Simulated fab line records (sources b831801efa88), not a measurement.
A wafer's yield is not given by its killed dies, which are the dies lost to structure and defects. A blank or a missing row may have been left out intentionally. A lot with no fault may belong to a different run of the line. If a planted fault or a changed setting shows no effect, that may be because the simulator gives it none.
Which tool is to blame? :: flow gf180mcu :: Sampling: 11 lots, 33 wafers, 6 of 602 route steps

== WHAT EACH GAUGE READ, for each wafer ==
GF_DNWELL_TW_MEAS_09. Usual: DNWELL_TW typically reads 1361, with standard deviation 12.
lot: L323
measured: day 3 05:37
on: film metro-03
DNWELL_TW: 1352 1351 1343
flag: 

lot: L324
measured: day 3 11:26
on: film metro-03
DNWELL_TW: 1363 1356 1360
flag: 

lot: L326
measured: day 3 21:28
on: film metro-03
DNWELL_TW: 1344 1350 1347
flag: 

lot: L329
measured: day 4 13:43
on: film metro-02
DNWELL_TW: 1350 1344 1348
flag: 

lot: L332
measured: day 4 22:32
on: film metro-02
DNWELL_TW: 1349 1358 1356
flag: 

lot: L333
measured: day 5 06:13
on: film metro-03
DNWELL_TW: 1334 1342 1348
flag: 

lot: L338
measured: day 6 07:55
on: film metro-04
DNWELL_TW: 1370 1364 1368
flag: 

lot: L339
measured: day 6 13:05
on: film metro-04
DNWELL_TW: 1380 1387 1373
flag: 

lot: L341
measured: day 6 22:31
on: film metro-03
DNWELL_TW: 1346 1351 1358
flag: 

lot: L343
measured: day 7 10:46
on: film metro-04
DNWELL_TW: 1372 1369 1371
flag: 

lot: L344
measured: day 7 15:14
on: film metro-04
DNWELL_TW: 1372 1375 1364
flag: 

GF_PSD_TW_MEAS_11. Usual: PSD_TW typically reads 3200, with standard deviation 22.
lot: L323
measured: day 14 20:59
on: film metro-02
PSD_TW: 3177 3183 3177
flag: 

lot: L324
measured: day 15 08:08
on: film metro-01
PSD_TW: 3188 3177 3179
flag: 

lot: L326
measured: day 15 19:01
on: film metro-04
PSD_TW: 3222 3230 3230
flag: 

lot: L329
measured: day 17 00:50
on: film metro-02
PSD_TW: 3175 3185 3186
flag: 

lot: L332
measured: day 17 12:20
on: film metro-04
PSD_TW: 3236 3216 3221
flag: 

lot: L333
measured: day 18 04:02
on: film metro-02
PSD_TW: 3175 3171 3203
flag: 

lot: L338
measured: day 19 22:26
on: film metro-04
PSD_TW: 3382 3412 3399
flag: OFF

lot: L339
measured: day 20 09:21
on: film metro-02
PSD_TW: 3371 3390 3380
flag: OFF

lot: L341
measured: day 21 04:23
on: film metro-04
PSD_TW: 3214 3209 3220
flag: 

lot: L343
measured: day 21 12:07
on: film metro-04
PSD_TW: 3220 3222 3205
flag: 

lot: L344
measured: day 21 19:40
on: film metro-02
PSD_TW: 3219 3201 3213
flag: 

GF_PSD_RS_MEAS_15: measures by four-point-probe. Usual: PSD_RS typically reads 108.57 ohm/sq, with standard deviation 0.26.
lot: L323
measured: day 14 21:19
on: film metro-02
PSD_RS (ohm/sq): 108.31 108.51 108.26
flag: 

lot: L324
measured: day 15 08:28
on: film metro-02
PSD_RS (ohm/sq): 108.44 108.63 108.40
flag: 

lot: L326
measured: day 15 19:20
on: film metro-04
PSD_RS (ohm/sq): 108.46 108.26 108.36
flag: 

lot: L329
measured: day 17 01:08
on: film metro-02
PSD_RS (ohm/sq): 108.53 108.75 108.49
flag: 

lot: L332
measured: day 17 12:38
on: film metro-02
PSD_RS (ohm/sq): 108.92 108.81 109.14
flag: 

lot: L333
measured: day 18 04:26
on: film metro-01
PSD_RS (ohm/sq): 108.60 108.27 108.47
flag: 

lot: L338
measured: day 19 22:49
on: film metro-04
PSD_RS (ohm/sq): 102.70 102.93 102.77
flag: OFF

lot: L339
measured: day 20 09:42
on: film metro-01
PSD_RS (ohm/sq): 103.34 103.08 103.35
flag: OFF

lot: L341
measured: day 21 04:42
on: film metro-04
PSD_RS (ohm/sq): 108.54 108.89 108.69
flag: 

lot: L343
measured: day 21 12:26
on: film metro-02
PSD_RS (ohm/sq): 108.18 108.29 108.31
flag: 

lot: L344
measured: day 21 19:59
on: film metro-02
PSD_RS (ohm/sq): 108.51 108.18 107.99
flag: 

GF_V1_THK_MEAS_03. Usual: V1_CVD_02_THK typically reads 853 nm, with standard deviation 12.
lot: L323
measured: day 17 19:10
on: film metro-03
V1_CVD_02_THK (nm): 851 868 863
flag: 

lot: L324
measured: day 18 06:37
on: film metro-04
V1_CVD_02_THK (nm): 835 854 854
flag: 

lot: L326
measured: day 18 19:16
on: film metro-03
V1_CVD_02_THK (nm): 830 836 865
flag: 

lot: L329
measured: day 20 04:41
on: film metro-01
V1_CVD_02_THK (nm): 863 856 868
flag: 

lot: L332
measured: day 20 17:01
on: film metro-04
V1_CVD_02_THK (nm): 845 863 857
flag: 

lot: L333
measured: day 21 09:46
on: film metro-04
V1_CVD_02_THK (nm): 835 835 839
flag: 

lot: L338
measured: day 23 02:25
on: film metro-01
V1_CVD_02_THK (nm): 840 856 853
flag: 

lot: L339
measured: day 23 11:53
on: film metro-03
V1_CVD_02_THK (nm): 850 847 851
flag: 

lot: L341
measured: day 24 04:27
on: film metro-01
V1_CVD_02_THK (nm): 861 834 844
flag: 

lot: L343
measured: day 24 13:03
on: film metro-03
V1_CVD_02_THK (nm): 827 844 845
flag: 

lot: L344
measured: day 24 19:37
on: film metro-04
V1_CVD_02_THK (nm): 857 868 866
flag: 

== TOOL THAT RAN EACH LOT (tool first, then ch and the chambers of the sampled wafers, then the start) ==
lot: L323
GF_PSD_IMPLANT_09: implanter-01 ch 0, day 14 20:45
GF_PSD_STRIP_10: plasma asher-03 ch 1, day 14 20:53

lot: L324
GF_PSD_IMPLANT_09: implanter-01 ch 0, day 15 07:54
GF_PSD_STRIP_10: plasma asher-04 ch 0,1, day 15 08:02

lot: L326
GF_PSD_IMPLANT_09: implanter-01 ch 0, day 15 18:46
GF_PSD_STRIP_10: plasma asher-03 ch 0,1, day 15 18:55

lot: L329
GF_PSD_IMPLANT_09: implanter-03 ch 0, day 17 00:35
GF_PSD_STRIP_10: plasma asher-01 ch 0,1, day 17 00:44

lot: L332
GF_PSD_IMPLANT_09: implanter-01 ch 0, day 17 12:05
GF_PSD_STRIP_10: plasma asher-01 ch 0,1, day 17 12:14

lot: L333
GF_PSD_IMPLANT_09: implanter-03 ch 0, day 18 03:47
GF_PSD_STRIP_10: plasma asher-04 ch 0, day 18 03:55

lot: L338
GF_PSD_IMPLANT_09: implanter-01 ch 0, day 19 22:11
GF_PSD_STRIP_10: plasma asher-04 ch 0,1, day 19 22:20

lot: L339
GF_PSD_IMPLANT_09: implanter-01 ch 0, day 20 09:09
GF_PSD_STRIP_10: plasma asher-01 ch 0,1, day 20 09:16

lot: L341
GF_PSD_IMPLANT_09: implanter-03 ch 0, day 21 04:08
GF_PSD_STRIP_10: plasma asher-03 ch 0,1, day 21 04:17

lot: L343
GF_PSD_IMPLANT_09: implanter-04 ch 0, day 21 11:52
GF_PSD_STRIP_10: plasma asher-01 ch 0,1, day 21 12:01

lot: L344
GF_PSD_IMPLANT_09: implanter-03 ch 0, day 21 19:25
GF_PSD_STRIP_10: plasma asher-01 ch 0,1, day 21 19:34
- GF_PSD_IMPLANT_09
- GF_PSD_STRIP_10: strips in O2/N2.

== AS READ BY THE TOOLS THEMSELVES (means over the sampled wafers that have a number; for cases with no such wafer, the mark the record gives instead) ==
GF_PSD_IMPLANT_09. Usual: beam on s 10.00 s, standard deviation 0.21; dose ions cm2 1.5002e+15, standard deviation 1.7e+12; end station pressure torr 1.18e-05 Torr, standard deviation 5.5e-07; faraday current uA 8245, standard deviation 170.
lot: L323
tool: implanter-01
beam on s (s): 9.90
dose ions cm2: 1.5007e+15
end station pressure torr (Torr): 1.17e-05
faraday current uA: 8359
flag: 

lot: L324
tool: implanter-01
beam on s (s): 10.20
dose ions cm2: 1.4999e+15
end station pressure torr (Torr): 1.15e-05
faraday current uA: 8075
flag: 

lot: L326
tool: implanter-01
beam on s (s): 9.99
dose ions cm2: 1.5004e+15
end station pressure torr (Torr): 1.11e-05
faraday current uA: 8254
flag: 

lot: L329
tool: implanter-03
beam on s (s): 10.19
dose ions cm2: 1.5010e+15
end station pressure torr (Torr): 1.19e-05
faraday current uA: 8070
flag: 

lot: L332
tool: implanter-01
beam on s (s): 10.07
dose ions cm2: 1.4978e+15
end station pressure torr (Torr): 1.18e-05
faraday current uA: 8180
flag: 

lot: L333
tool: implanter-03
beam on s (s): 10.10
dose ions cm2: 1.4998e+15
end station pressure torr (Torr): 1.17e-05
faraday current uA: 8144
flag: 

lot: L338
tool: implanter-01
beam on s (s): 13.96
dose ions cm2: 1.5026e+15
end station pressure torr (Torr): 1.07e-04
faraday current uA: 6121
flag: OFF

lot: L339
tool: implanter-01
beam on s (s): 13.81
dose ions cm2: 1.5009e+15
end station pressure torr (Torr): 1.07e-04
faraday current uA: 6172
flag: OFF

lot: L341
tool: implanter-03
beam on s (s): 10.07
dose ions cm2: 1.4993e+15
end station pressure torr (Torr): 1.19e-05
faraday current uA: 8213
flag: 

lot: L343
tool: implanter-04
beam on s (s): 10.10
dose ions cm2: 1.5014e+15
end station pressure torr (Torr): 1.18e-05
faraday current uA: 8159
flag: 

lot: L344
tool: implanter-03
beam on s (s): 9.98
dose ions cm2: 1.4991e+15
end station pressure torr (Torr): 1.17e-05
faraday current uA: 8263
flag: 

GF_PSD_STRIP_10. Usual: drypump motor current A 6.0 A, standard deviation 0.5; heater power w 349 W, standard deviation 22; oes product au 0.592 a.u., standard deviation 0.0042; strip time to endpoint s 16.59 s, standard deviation 0.039.
lot: L323
tool: plasma asher-03
drypump motor current A (A): 5.0
heater power w (W): 356
oes product au (a.u.): 0.592
strip time to endpoint s (s): 16.66
flag: 

lot: L324
tool: plasma asher-04
drypump motor current A (A): 5.8
heater power w (W): 344
oes product au (a.u.): 0.593
strip time to endpoint s (s): 16.63
flag: 

lot: L326
tool: plasma asher-03
drypump motor current A (A): 5.4
heater power w (W): 337
oes product au (a.u.): 0.594
strip time to endpoint s (s): 16.60
flag: 

lot: L329
tool: plasma asher-01
drypump motor current A (A): 6.5
heater power w (W): 360
oes product au (a.u.): 0.592
strip time to endpoint s (s): 16.55
flag: 

lot: L332
tool: plasma asher-01
drypump motor current A (A): 6.4
heater power w (W): 372
oes product au (a.u.): 0.589
strip time to endpoint s (s): 16.62
flag: 

lot: L333
tool: plasma asher-04
drypump motor current A (A): 5.7
heater power w (W): 347
oes product au (a.u.): 0.592
strip time to endpoint s (s): 16.62
flag: 

lot: L338
tool: plasma asher-04
drypump motor current A (A): 5.9
heater power w (W): 345
oes product au (a.u.): 0.570
strip time to endpoint s (s): 17.61
flag: OFF

lot: L339
tool: plasma asher-01
drypump motor current A (A): 6.4
heater power w (W): 366
oes product au (a.u.): 0.573
strip time to endpoint s (s): 17.60
flag: OFF

lot: L341
tool: plasma asher-03
drypump motor current A (A): 6.0
heater power w (W): 314
oes product au (a.u.): 0.589
strip time to endpoint s (s): 16.57
flag: 

lot: L343
tool: plasma asher-01
drypump motor current A (A): 6.4
heater power w (W): 359
oes product au (a.u.): 0.594
strip time to endpoint s (s): 16.59
flag: 

lot: L344
tool: plasma asher-01
drypump motor current A (A): 6.4
heater power w (W): 362
oes product au (a.u.): 0.592
strip time to endpoint s (s): 16.56
flag: 

== THE ANSWER, worked out from the rows above alone ==
Rule: lot off if the mean of its wafers having a number is beyond 3 standard deviations from the usual mean. Also off: a lot with no number at a reading for which 4 or more lots have one. Where the step has rows for the other lots, those lots are counted as sound. After the gauges, taken in route order, come the tools' own readings; for these a lot's mean is taken, as printed above. The first step at which some lot is off is used, and at that step the reading that is off furthest; a lot without a number counts as furthest.
Off: at GF_PSD_TW_MEAS_11 (PSD_TW), L338, L339.
A tool fits if, at a process step before that reading, it ran every lot that is off, and no sound lot after the first of them. The gauges at GF_PSD_TW_MEAS_11 aren't tried: what is off there is off at GF_PSD_IMPLANT_09 too, on other tools, and a gauge's error can't cause that. One candidate fits, namely implanter-01 at GF_PSD_IMPLANT_09. Its last sound lot is L332 (day 17 12:05), its first lot that is off L338 (day 19 22:11): a fault that began between those two fits.
The tool's own readings at GF_PSD_IMPLANT_09 bear it out: on the lots that are off they differ by more than 5 times the standard deviation of the sound lots' means. beam on s reads 13.89 s there against 10.07 s on the sound lots; end station pressure torr reads 1.07e-04 Torr there against 1.17e-05 Torr on the sound lots; faraday current uA reads 6146 there against 8191 on the sound lots.

== WHAT THE SIMULATOR HAD PUT IN ==
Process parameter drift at GF_PSD_IMPLANT_09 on implanter-01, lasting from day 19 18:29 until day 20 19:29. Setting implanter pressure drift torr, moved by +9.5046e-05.
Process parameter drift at GF_PSD_IMPLANT_09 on implanter-01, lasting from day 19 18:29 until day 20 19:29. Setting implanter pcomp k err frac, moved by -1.
Shown lots that were struck: L338, L339. This agrees with what the rule above found.
